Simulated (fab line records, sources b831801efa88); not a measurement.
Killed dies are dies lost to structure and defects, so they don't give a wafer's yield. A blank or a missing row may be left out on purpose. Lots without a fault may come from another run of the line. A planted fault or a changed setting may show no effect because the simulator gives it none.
Problem report in the 8D (eight disciplines) form, filled by code | flow sky130 | the parts of the form that need people (team, actions taken, sign-off) are left out

1. THE PROBLEM
GATE_OXIDE_TW at SKY_GATE_OXIDE_TW_MEAS_14 reads a mean of 209.4 on 6 wafers of 2 lots; wafers without a fault read 224.4 with a standard deviation of 2.2. That is -6.8 standard deviations from the usual mean.
First seen on wafer L398.4, day 16 23:47, on film_metro-04. The record holds 33 wafers of 11 lots with a number at this step. Rule for "out", or "out of limits": more than 4 standard deviations from the usual mean. The other wafers with a number count as sound.

2. WHAT IT IS AND WHAT IT IS NOT
question                    | is                     | is not
which readings at this step | GATE_OXIDE_TW          | -
which lots                  | L398, L400             | L389, L391, L392, L394, L395, L397, L399, L411, L412
which wafers of those lots  | all that have a number | -
read on which gauges        | film_metro-04          | film_metro-01, film_metro-03
when                        | from day 16 23:47      | up to then (18 sound wafers); but 9 sound wafers of L399, L411, L412 came after

3. SUSPECTS, AND WHAT RULES EACH OUT
Counting: a tool at a process step up to the reading stays a suspect if it ran every lot that is out and no sound lot after the first of them.
- the gauge at SKY_GATE_OXIDE_TW_MEAS_14: ruled out. All the wafers that are out were read on film_metro-04, but those of them that SKY_GATE_OXIDE_IMPLANT_11 has rows for are out there too, on other tools.
- rie_si-01 at SKY_FIELD_ISO_ETCH_17 (etches Si in HBr/Cl2/O2, target depth 342 nm, time 101.3 s): ruled out as a lasting fault. Sound lots L412 ran on it after its first lot that is out, L398 (day 4 04:13).
- plasma_asher-01 at SKY_PWDE_STRIP_09 (strips in O2/N2): kept. It ran every lot that is out, first L398 (day 5 22:19), and no sound lot after that; its last sound lot up to then is L394 (day 5 03:22).
- implanter-04 at SKY_GATE_OXIDE_IMPLANT_11: kept. It ran every lot that is out, first L398 (day 16 23:28), and no sound lot after that; its last sound lot up to then is L397 (day 16 19:39). Its own readings are out on those wafers: dose_ions_cm2, faraday_current_uA.
Left after counting: plasma_asher-01 at SKY_PWDE_STRIP_09, implanter-04 at SKY_GATE_OXIDE_IMPLANT_11.

4. THE CAUSE (what the simulator had put in)
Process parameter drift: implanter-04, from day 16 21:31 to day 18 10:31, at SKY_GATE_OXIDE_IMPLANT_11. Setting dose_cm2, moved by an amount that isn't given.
Counting left 2 suspects, and this tool is among them.

5. THE CHAIN OF EFFECTS, in route order
Each row: a reading whose mean over the struck wafers that have a number lies more than 3 standard deviations from the usual. Only readings for which the record gives a usual standard deviation are gone through. hours: the time from each lot's start at the first step in this table that gives one to its start at this step, as a median over the lots. sigmas: the change in usual standard deviations.
hours | step                      | reading            | usual      | on struck wafers | change      | sigmas
0     | SKY_GATE_OXIDE_IMPLANT_11 | dose_ions_cm2      | 2.5997e+12 | 2.0602e+12       | -5.3953e+11 | -99 or more
0     | SKY_GATE_OXIDE_IMPLANT_11 | faraday_current_uA | 14.63      | 11.56            | -3.07       | -11
0     | SKY_GATE_OXIDE_TW_MEAS_14 | GATE_OXIDE_TW      | 224.4      | 209.4            | -15.0       | -6.8
The process steps in it:
- SKY_GATE_OXIDE_IMPLANT_11

6. WHAT WOULD HAVE CAUGHT IT SOONER
In this record the first reading out of limits at a measuring or inspecting step was taken at day 16 23:47, 2 hours after the fault began at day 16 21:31.
The tool's own readings at SKY_GATE_OXIDE_IMPLANT_11 were out on every struck wafer that the step has a row for (dose_ions_cm2, faraday_current_uA): an alarm limit on them would have fired on the first of those.
Of the lots that are out (2), L400 began SKY_GATE_OXIDE_IMPLANT_11 on implanter-04 after day 16 23:47. A hold on the tool at that time would have spared it.
